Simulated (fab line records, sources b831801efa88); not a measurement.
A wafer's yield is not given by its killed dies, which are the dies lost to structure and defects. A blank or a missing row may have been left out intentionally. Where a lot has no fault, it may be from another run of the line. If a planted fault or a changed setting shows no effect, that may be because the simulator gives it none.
fab line records / flow sky130 / part 2 of 2: steps 27 to 36 of 36
record: lots: 5 wafers: 15 lastDay: 51
route steps=708 shown LI_CONTACT@374 LOCAL_INTERCONNECT@387 CONTACT@406
lots with no fault: from the same line, run without faults
startH: hours from the record's opening day to when the first of the lot's shown wafers began / waitH: hours elapsed since this lot's preceding step / " unchanged from the row above / L1.1+2: a row that stands for several wafers / - no value present, or no start provided / * or withheld: withheld / < > ~ a bound
route shown NAME@n: names a module that has steps shown in the file, with the first one's number in the route / usual: mean/standard deviation of fault-free wafers / same: alike in all rows / chamber/n: place in a boat / sites: each site's reading / _std_site: standard deviation across them / _edge_site: mean of outer sites minus mean of inner sites / radiusMm: how far each site lies from the wafer's centre / mask NAME#n: copy n / behind: the tool/chamber that last shaped the wafer / hold: why the lot went on hold/how many hours it stayed there/how the hold came to an end / device: the n, p or np transistor that did not switch / end of line: tests run on the same wafers once the route is complete / where a step has no rows: the recipe by itself / killed: at the first sort, the dies lost to defects and structure; wafer yield is something else / map: a wafer's dies, marking killed ones x, the rest . and places with no die _
set.NAME: the setting as run; set.NAME@STEP: as run at that earlier step / model.NAME: the simulator's own value behind a step, which no gauge read
lots at selected steps of the route; one table per step, one row per wafer
services: from which hour (startH, from the record's first day; less than 0 if before it) a tool's chamber was out of use, for how many hours, and why
== steps ==
step: SKY_LOCAL_INTERCONNECT_ETCH_13
recipe: chemistry: N2/H2 target: BARC ionEnergyEv: 200 biasW: 100 pressureMtorr: 30 n2FlowSccm: 100 h2FlowSccm: 200 icpW: 507.2 stopOn: SiO2 timeS: 45.9 targetDepthA: 600
usual: drypumpMotorCurrentA: 5.9/0.35 oesProductAu: 0.854/0.0051 throttleValvePct: 13.225/0.0092
same: timeS: 45.9
lot.wafer=L080.3 tool=rieMetal-01 chamber=0 startH=776.17 waitH=0.0 drypumpMotorCurrentA=5.9 oesProductAu=0.852 rfHoursCounterH=- throttleValvePct=13.213
lot.wafer=L080.4 tool=rieMetal-01 chamber=1 startH=776.17 waitH=0.0 drypumpMotorCurrentA=5.4 oesProductAu=0.852 rfHoursCounterH=- throttleValvePct=13.217
lot.wafer=L080.6 tool=rieMetal-01 chamber=0 startH=776.17 waitH=0.0 drypumpMotorCurrentA=5.9 oesProductAu=0.849 rfHoursCounterH=- throttleValvePct=13.231
lot.wafer=L085.1 tool=rieMetal-02 chamber=1 startH=808.30 waitH=0.0 drypumpMotorCurrentA=6.3 oesProductAu=0.855 rfHoursCounterH=4 throttleValvePct=13.220
lot.wafer=L085.2 tool=rieMetal-02 chamber=0 startH=808.30 waitH=0.0 drypumpMotorCurrentA=6.1 oesProductAu=0.847 rfHoursCounterH=16 throttleValvePct=13.241
lot.wafer=L085.3 tool=rieMetal-02 chamber=0 startH=808.30 waitH=0.0 drypumpMotorCurrentA=6.1 oesProductAu=0.846 rfHoursCounterH=- throttleValvePct=13.220
lot.wafer=L086.2 tool=rieMetal-04 chamber=0 startH=828.06 waitH=0.0 drypumpMotorCurrentA=6.3 oesProductAu=0.855 rfHoursCounterH=9 throttleValvePct=13.221
lot.wafer=L086.4 tool=rieMetal-04 chamber=1 startH=828.06 waitH=0.0 drypumpMotorCurrentA=5.6 oesProductAu=0.850 rfHoursCounterH=- throttleValvePct=13.217
lot.wafer=L086.5 tool=rieMetal-04 chamber=0 startH=828.06 waitH=0.0 drypumpMotorCurrentA=6.3 oesProductAu=0.846 rfHoursCounterH=- throttleValvePct=13.235
lot.wafer=L092.2 tool=rieMetal-04 chamber=0 startH=860.10 waitH=0.0 drypumpMotorCurrentA=6.3 oesProductAu=0.852 rfHoursCounterH=10 throttleValvePct=13.224
lot.wafer=L092.4 tool=rieMetal-04 chamber=1 startH=860.10 waitH=0.0 drypumpMotorCurrentA=5.6 oesProductAu=0.850 rfHoursCounterH=- throttleValvePct=13.227
lot.wafer=L092.5 tool=rieMetal-04 chamber=1 startH=860.10 waitH=0.0 drypumpMotorCurrentA=5.6 oesProductAu=0.853 rfHoursCounterH=- throttleValvePct=13.209
lot.wafer=L095.2 tool=rieMetal-02 chamber=0 startH=889.10 waitH=0.0 drypumpMotorCurrentA=6.1 oesProductAu=0.854 rfHoursCounterH=19 throttleValvePct=13.230
lot.wafer=L095.4 tool=rieMetal-02 chamber=0 startH=889.10 waitH=0.0 drypumpMotorCurrentA=6.1 oesProductAu=0.862 rfHoursCounterH=- throttleValvePct=13.230
lot.wafer=L095.5 tool=rieMetal-02 chamber=0 startH=889.10 waitH=0.0 drypumpMotorCurrentA=6.1 oesProductAu=0.858 rfHoursCounterH=- throttleValvePct=13.216
step: SKY_LOCAL_INTERCONNECT_METAL_ETCH_14
recipe: targetDepthNm: 110 stopOn: PSG chemistry: Cl2/BCl3 target: TiN resistSidewallDeg: 88 pressureMtorr: 10 icpW: 900 biasW: 48.5 Cl2_flow_sccm: 60 bcl3FlowSccm: 30 timeS: 31.4
usual: drypumpMotorCurrentA: 5.9/0.36 oesProductAu: 0.940/0.0074 throttleValvePct: 21.902/0.01
same: timeS: 31.4
lot.wafer=L080.3 tool=rieMetal-01 chamber=0 startH=776.23 waitH=0.0 drypumpMotorCurrentA=5.9 oesProductAu=0.949 rfHoursCounterH=- throttleValvePct=21.907
lot.wafer=L080.4 tool=rieMetal-01 chamber=1 startH=776.23 waitH=0.0 drypumpMotorCurrentA=5.4 oesProductAu=0.944 rfHoursCounterH=- throttleValvePct=21.907
lot.wafer=L080.6 tool=rieMetal-01 chamber=0 startH=776.23 waitH=0.0 drypumpMotorCurrentA=5.9 oesProductAu=0.957 rfHoursCounterH=- throttleValvePct=21.893
lot.wafer=L085.1 tool=rieMetal-02 chamber=1 startH=808.37 waitH=0.0 drypumpMotorCurrentA=6.2 oesProductAu=0.950 rfHoursCounterH=4 throttleValvePct=21.895
lot.wafer=L085.2 tool=rieMetal-02 chamber=0 startH=808.37 waitH=0.0 drypumpMotorCurrentA=6.1 oesProductAu=0.928 rfHoursCounterH=16 throttleValvePct=21.902
lot.wafer=L085.3 tool=rieMetal-02 chamber=0 startH=808.37 waitH=0.0 drypumpMotorCurrentA=6.1 oesProductAu=0.944 rfHoursCounterH=- throttleValvePct=21.910
lot.wafer=L086.2 tool=rieMetal-04 chamber=0 startH=828.14 waitH=0.1 drypumpMotorCurrentA=6.3 oesProductAu=0.938 rfHoursCounterH=9 throttleValvePct=21.904
lot.wafer=L086.4 tool=rieMetal-04 chamber=1 startH=828.14 waitH=0.1 drypumpMotorCurrentA=5.5 oesProductAu=0.948 rfHoursCounterH=- throttleValvePct=21.907
lot.wafer=L086.5 tool=rieMetal-04 chamber=0 startH=828.14 waitH=0.1 drypumpMotorCurrentA=6.3 oesProductAu=0.948 rfHoursCounterH=- throttleValvePct=21.895
lot.wafer=L092.2 tool=rieMetal-04 chamber=0 startH=860.17 waitH=0.0 drypumpMotorCurrentA=6.3 oesProductAu=0.932 rfHoursCounterH=10 throttleValvePct=21.909
lot.wafer=L092.4 tool=rieMetal-04 chamber=1 startH=860.17 waitH=0.0 drypumpMotorCurrentA=5.6 oesProductAu=0.932 rfHoursCounterH=- throttleValvePct=21.889
lot.wafer=L092.5 tool=rieMetal-04 chamber=1 startH=860.17 waitH=0.0 drypumpMotorCurrentA=5.5 oesProductAu=0.939 rfHoursCounterH=- throttleValvePct=21.900
lot.wafer=L095.2 tool=rieMetal-02 chamber=0 startH=889.17 waitH=0.0 drypumpMotorCurrentA=6.1 oesProductAu=0.941 rfHoursCounterH=19 throttleValvePct=21.912
lot.wafer=L095.4 tool=rieMetal-02 chamber=0 startH=889.17 waitH=0.0 drypumpMotorCurrentA=6.1 oesProductAu=0.928 rfHoursCounterH=- throttleValvePct=21.909
lot.wafer=L095.5 tool=rieMetal-02 chamber=0 startH=889.17 waitH=0.0 drypumpMotorCurrentA=6.1 oesProductAu=0.941 rfHoursCounterH=- throttleValvePct=21.887
step: SKY_LOCAL_INTERCONNECT_STRIP_15
recipe: chemistry: O2/N2 powerW: 1400 pressureMtorr: 1500 platenTempC: withheld o2FlowSccm: 3000 n2FlowSccm: 300 overashFraction: 0.5
usual: drypumpMotorCurrentA: 5.7/0.38 oesProductAu: 0.426/0.0043 stripTimeToEndpointS: 4.710/0.017
lot.wafer=L080.3 tool=plasmaAsher-03 chamber=1 startH=776.30 waitH=0.1 drypumpMotorCurrentA=5.6 oesProductAu=0.423 rfHoursCounterH=- stripTimeToEndpointS=4.686
lot.wafer=L080.4 tool=plasmaAsher-03 chamber=0 startH=776.30 waitH=0.1 drypumpMotorCurrentA=5.7 oesProductAu=0.429 rfHoursCounterH=- stripTimeToEndpointS=4.747
lot.wafer=L080.6 tool=plasmaAsher-03 chamber=0 startH=776.30 waitH=0.1 drypumpMotorCurrentA=5.7 oesProductAu=0.428 rfHoursCounterH=- stripTimeToEndpointS=4.676
lot.wafer=L085.1 tool=plasmaAsher-03 chamber=0 startH=808.42 waitH=0.0 drypumpMotorCurrentA=5.7 oesProductAu=0.424 rfHoursCounterH=100 stripTimeToEndpointS=4.687
lot.wafer=L085.2 tool=plasmaAsher-03 chamber=1 startH=808.42 waitH=0.0 drypumpMotorCurrentA=5.6 oesProductAu=0.423 rfHoursCounterH=100 stripTimeToEndpointS=4.722
lot.wafer=L085.3 tool=plasmaAsher-03 chamber=0 startH=808.42 waitH=0.0 drypumpMotorCurrentA=5.7 oesProductAu=0.423 rfHoursCounterH=- stripTimeToEndpointS=4.720
lot.wafer=L086.2 tool=plasmaAsher-01 chamber=1 startH=828.21 waitH=0.0 drypumpMotorCurrentA=5.7 oesProductAu=0.420 rfHoursCounterH=9 stripTimeToEndpointS=4.736
lot.wafer=L086.4 tool=plasmaAsher-01 chamber=0 startH=828.21 waitH=0.0 drypumpMotorCurrentA=5.0 oesProductAu=0.432 rfHoursCounterH=- stripTimeToEndpointS=4.696
lot.wafer=L086.5 tool=plasmaAsher-01 chamber=1 startH=828.21 waitH=0.0 drypumpMotorCurrentA=5.7 oesProductAu=0.423 rfHoursCounterH=- stripTimeToEndpointS=4.717
lot.wafer=L092.2 tool=plasmaAsher-02 chamber=1 startH=860.22 waitH=0.0 drypumpMotorCurrentA=6.3 oesProductAu=0.424 rfHoursCounterH=67 stripTimeToEndpointS=4.704
lot.wafer=L092.4 tool=plasmaAsher-02 chamber=1 startH=860.22 waitH=0.0 drypumpMotorCurrentA=6.3 oesProductAu=0.426 rfHoursCounterH=- stripTimeToEndpointS=4.673
lot.wafer=L092.5 tool=plasmaAsher-02 chamber=1 startH=860.22 waitH=0.0 drypumpMotorCurrentA=6.4 oesProductAu=0.432 rfHoursCounterH=- stripTimeToEndpointS=4.691
lot.wafer=L095.2 tool=plasmaAsher-01 chamber=1 startH=889.22 waitH=0.0 drypumpMotorCurrentA=5.7 oesProductAu=0.427 rfHoursCounterH=15 stripTimeToEndpointS=4.726
lot.wafer=L095.4 tool=plasmaAsher-01 chamber=0 startH=889.22 waitH=0.0 drypumpMotorCurrentA=5.0 oesProductAu=0.429 rfHoursCounterH=- stripTimeToEndpointS=4.713
lot.wafer=L095.5 tool=plasmaAsher-01 chamber=1 startH=889.22 waitH=0.0 drypumpMotorCurrentA=5.7 oesProductAu=0.426 rfHoursCounterH=- stripTimeToEndpointS=4.736
step: SKY_LOCAL_INTERCONNECT_STRIP_16
recipe: chemistry: postEtchResidueRemover timeS: 1200 tempC: 72.5
same: timeS: 1200
lot.wafer=L080.3+4+6 tool=wetBench-02 chamber=0 startH=776.37 waitH=0.0
lot.wafer=L085.1+2+3 tool=wetBench-02 chamber=1 startH=808.52 waitH=0.1
lot.wafer=L086.2+4+5 tool=wetBench-03 chamber=3 startH=828.31 waitH=0.1
lot.wafer=L092.2+4+5 tool=wetBench-03 chamber=3 startH=860.32 waitH=0.1
lot.wafer=L095.2+4+5 tool=wetBench-02 chamber=1 startH=889.32 waitH=0.1
step: SKY_LOCAL_INTERCONNECT_CLEAN_17
recipe: chemistry: IPA timeS: 180 tempC: 25
same: timeS: 180
lot.wafer=L080.3+4+6 tool=wetBench-01 chamber=1 startH=776.74 waitH=0.0
lot.wafer=L085.1+2+3 tool=wetBench-01 chamber=1 startH=808.86 waitH=0.0
lot.wafer=L086.2+4+5 tool=wetBench-01 chamber=0 startH=828.68 waitH=0.0
lot.wafer=L092.2+4+5 tool=wetBench-01 chamber=3 startH=860.66 waitH=0.0
lot.wafer=L095.2+4+5 tool=wetBench-01 chamber=0 startH=889.69 waitH=0.0
step: SKY_LOCAL_INTERCONNECT_CLEAN_18
recipe: chemistry: O3/DIW dry: n2Spin
lot.wafer=L080.3+4+6 tool=wetBench-03 chamber=3 startH=776.80 waitH=0.0
lot.wafer=L085.1+2+3 tool=wetBench-03 chamber=3 startH=808.92 waitH=0.0
lot.wafer=L086.2+4+5 tool=wetBench-02 chamber=2 startH=828.74 waitH=0.0
lot.wafer=L092.2+4+5 tool=wetBench-02 chamber=2 startH=860.72 waitH=0.0
lot.wafer=L095.2+4+5 tool=wetBench-03 chamber=3 startH=889.75 waitH=0.0
step: SKY_CONTACT_CVD_00
recipe: material: Si3N4 targetThkNm: 75 tempC: 400 timeS: withheld rfW: 450
usual: heaterPowerW: 687/86
lot.wafer=L080.3 tool=pecvd-04 chamber=1 startH=776.89 waitH=0.0 heaterPowerW=807
lot.wafer=L080.4 tool=pecvd-04 chamber=1 startH=776.89 waitH=0.0 heaterPowerW=792
lot.wafer=L080.6 tool=pecvd-04 chamber=2 startH=776.89 waitH=0.0 heaterPowerW=733
lot.wafer=L085.1 tool=pecvd-02 chamber=0 startH=809.02 waitH=0.0 heaterPowerW=662
lot.wafer=L085.2 tool=pecvd-02 chamber=1 startH=809.02 waitH=0.0 heaterPowerW=766
lot.wafer=L085.3 tool=pecvd-02 chamber=2 startH=809.02 waitH=0.0 heaterPowerW=557
lot.wafer=L086.2 tool=pecvd-01 chamber=0 startH=828.83 waitH=0.0 heaterPowerW=692
lot.wafer=L086.4 tool=pecvd-01 chamber=2 startH=828.83 waitH=0.0 heaterPowerW=695
lot.wafer=L086.5 tool=pecvd-01 chamber=0 startH=828.83 waitH=0.0 heaterPowerW=699
lot.wafer=L092.2 tool=pecvd-04 chamber=2 startH=860.83 waitH=0.0 heaterPowerW=731
lot.wafer=L092.4 tool=pecvd-04 chamber=0 startH=860.83 waitH=0.0 heaterPowerW=795
lot.wafer=L092.5 tool=pecvd-04 chamber=1 startH=860.83 waitH=0.0 heaterPowerW=786
lot.wafer=L095.2 tool=pecvd-04 chamber=1 startH=889.84 waitH=0.0 heaterPowerW=832
lot.wafer=L095.4 tool=pecvd-04 chamber=0 startH=889.84 waitH=0.0 heaterPowerW=790
lot.wafer=L095.5 tool=pecvd-04 chamber=1 startH=889.84 waitH=0.0 heaterPowerW=805
step: SKY_CONTACT_THK_MEAS_01
recipe: reads: Si3N4_of_CONTACT_CVD_00
usual: CONTACT_CVD_00_THK: 75.1/0.89
lot.wafer=L080.3 tool=filmMetro-02 chamber=- startH=776.94 waitH=- CONTACT_CVD_00_THK[nm]=73.8
lot.wafer=L080.4 tool=filmMetro-02 chamber=- startH=776.94 waitH=- CONTACT_CVD_00_THK[nm]=75.7
lot.wafer=L080.6 tool=filmMetro-02 chamber=- startH=776.94 waitH=- CONTACT_CVD_00_THK[nm]=75.9
lot.wafer=L085.1 tool=filmMetro-01 chamber=- startH=809.05 waitH=- CONTACT_CVD_00_THK[nm]=73.5
lot.wafer=L085.2 tool=filmMetro-01 chamber=- startH=809.05 waitH=- CONTACT_CVD_00_THK[nm]=75.2
lot.wafer=L085.3 tool=filmMetro-01 chamber=- startH=809.05 waitH=- CONTACT_CVD_00_THK[nm]=74.2
lot.wafer=L086.2 tool=filmMetro-03 chamber=- startH=828.88 waitH=- CONTACT_CVD_00_THK[nm]=73.4
lot.wafer=L086.4 tool=filmMetro-03 chamber=- startH=828.88 waitH=- CONTACT_CVD_00_THK[nm]=75.3
lot.wafer=L086.5 tool=filmMetro-03 chamber=- startH=828.88 waitH=- CONTACT_CVD_00_THK[nm]=74.0
lot.wafer=L092.2 tool=filmMetro-02 chamber=- startH=860.88 waitH=- CONTACT_CVD_00_THK[nm]=74.8
lot.wafer=L092.4 tool=filmMetro-02 chamber=- startH=860.88 waitH=- CONTACT_CVD_00_THK[nm]=76.1
lot.wafer=L092.5 tool=filmMetro-02 chamber=- startH=860.88 waitH=- CONTACT_CVD_00_THK[nm]=75.5
lot.wafer=L095.2 tool=filmMetro-03 chamber=- startH=889.88 waitH=- CONTACT_CVD_00_THK[nm]=74.3
lot.wafer=L095.4 tool=filmMetro-03 chamber=- startH=889.88 waitH=- CONTACT_CVD_00_THK[nm]=75.2
lot.wafer=L095.5 tool=filmMetro-03 chamber=- startH=889.88 waitH=- CONTACT_CVD_00_THK[nm]=76.1
step: SKY_CONTACT_HDPCVD_02
recipe: material: SiO2 targetThkNm: 565 sigmaOpenFrac: 0.3 timeS: 94.2 tempC: 600 sih4FlowSccm: 60 pressureMtorr: 6
same: timeS: 94.2
lot.wafer=L080.3+4+6 tool=hdpcvd-02 chamber=0,2,0 startH=776.98 waitH=0.0
lot.wafer=L085.1+2+3 tool=hdpcvd-02 chamber=1,0,2 startH=809.11 waitH=0.1
lot.wafer=L086.2+4+5 tool=hdpcvd-02 chamber=1,2,0 startH=828.93 waitH=0.0
lot.wafer=L092.2+4+5 tool=hdpcvd-02 chamber=2,1,0 startH=860.93 waitH=0.0
lot.wafer=L095.2+4+5 tool=hdpcvd-02 chamber=1,0,1 startH=889.93 waitH=0.0
step: SKY_CONTACT_THK_MEAS_03
recipe: reads: SiO2_of_CONTACT_HDPCVD_02
usual: CONTACT_HDPCVD_THK: 565/7
lot.wafer=L080.3 tool=filmMetro-01 chamber=- startH=777.07 waitH=0.1 CONTACT_HDPCVD_THK[nm]=568
lot.wafer=L080.4 tool=filmMetro-01 chamber=- startH=777.07 waitH=0.1 CONTACT_HDPCVD_THK[nm]=572
lot.wafer=L080.6 tool=filmMetro-01 chamber=- startH=777.07 waitH=0.1 CONTACT_HDPCVD_THK[nm]=568
lot.wafer=L085.1 tool=filmMetro-01 chamber=- startH=809.18 waitH=0.0 CONTACT_HDPCVD_THK[nm]=551
lot.wafer=L085.2 tool=filmMetro-01 chamber=- startH=809.18 waitH=0.0 CONTACT_HDPCVD_THK[nm]=562
lot.wafer=L085.3 tool=filmMetro-01 chamber=- startH=809.18 waitH=0.0 CONTACT_HDPCVD_THK[nm]=552
lot.wafer=L086.2 tool=filmMetro-02 chamber=- startH=829.01 waitH=0.0 CONTACT_HDPCVD_THK[nm]=560
lot.wafer=L086.4 tool=filmMetro-02 chamber=- startH=829.01 waitH=0.0 CONTACT_HDPCVD_THK[nm]=568
lot.wafer=L086.5 tool=filmMetro-02 chamber=- startH=829.01 waitH=0.0 CONTACT_HDPCVD_THK[nm]=566
lot.wafer=L092.2 tool=filmMetro-01 chamber=- startH=861.00 waitH=0.0 CONTACT_HDPCVD_THK[nm]=573
lot.wafer=L092.4 tool=filmMetro-01 chamber=- startH=861.00 waitH=0.0 CONTACT_HDPCVD_THK[nm]=561
lot.wafer=L092.5 tool=filmMetro-01 chamber=- startH=861.00 waitH=0.0 CONTACT_HDPCVD_THK[nm]=565
lot.wafer=L095.2 tool=filmMetro-02 chamber=- startH=890.01 waitH=0.0 CONTACT_HDPCVD_THK[nm]=568
lot.wafer=L095.4 tool=filmMetro-02 chamber=- startH=890.01 waitH=0.0 CONTACT_HDPCVD_THK[nm]=574
lot.wafer=L095.5 tool=filmMetro-02 chamber=- startH=890.01 waitH=0.0 CONTACT_HDPCVD_THK[nm]=570
== services ==
tool=krfScanner-02 chamber=- startH=733.68 hours=1.4 kind=repair
tool=plasmaAsher-02 chamber=- startH=737.52 hours=0.7 kind=repair
tool=cmp-01 chamber=- startH=744.28 hours=4.0 kind=pm
tool=rieDiel-02 chamber=2 startH=745.06 hours=2.1 kind=repair
tool=rieDiel-02 chamber=3 startH=753.94 hours=5.0 kind=repair
tool=wetBench-01 chamber=- startH=754.54 hours=1.9 kind=repair
tool=rieDiel-03 chamber=- startH=758.03 hours=2.8 kind=pm
tool=rieDiel-03 chamber=1 startH=765.50 hours=7.6 kind=repair
tool=krfScanner-02 chamber=- startH=768.35 hours=1.3 kind=pm
tool=pecvd-04 chamber=- startH=773.80 hours=1.6 kind=repair
tool=rieDiel-03 chamber=3 startH=793.70 hours=11.2 kind=repair
tool=rieDiel-02 chamber=0 startH=801.98 hours=1.8 kind=repair
tool=plasmaAsher-02 chamber=- startH=802.50 hours=4.5 kind=repair
tool=wetBench-03 chamber=- startH=802.80 hours=2.4 kind=repair
tool=rieMetal-04 chamber=- startH=804.12 hours=1.2 kind=repair
tool=pvdSputter-02 chamber=- startH=806.11 hours=0.5 kind=repair
tool=cmp-01 chamber=- startH=824.00 hours=2.6 kind=repair
tool=rieDiel-03 chamber=2 startH=840.82 hours=10.4 kind=repair
tool=rieDiel-03 chamber=- startH=841.95 hours=0.6 kind=repair
tool=pvdSputter-03 chamber=- startH=853.55 hours=1.8 kind=repair
tool=hdpcvd-02 chamber=0 startH=866.77 hours=10.3 kind=repair
tool=cmp-01 chamber=- startH=870.98 hours=2.0 kind=repair
tool=plasmaAsher-02 chamber=- startH=882.30 hours=0.4 kind=repair
tool=rieMetal-04 chamber=- startH=888.27 hours=0.5 kind=repair
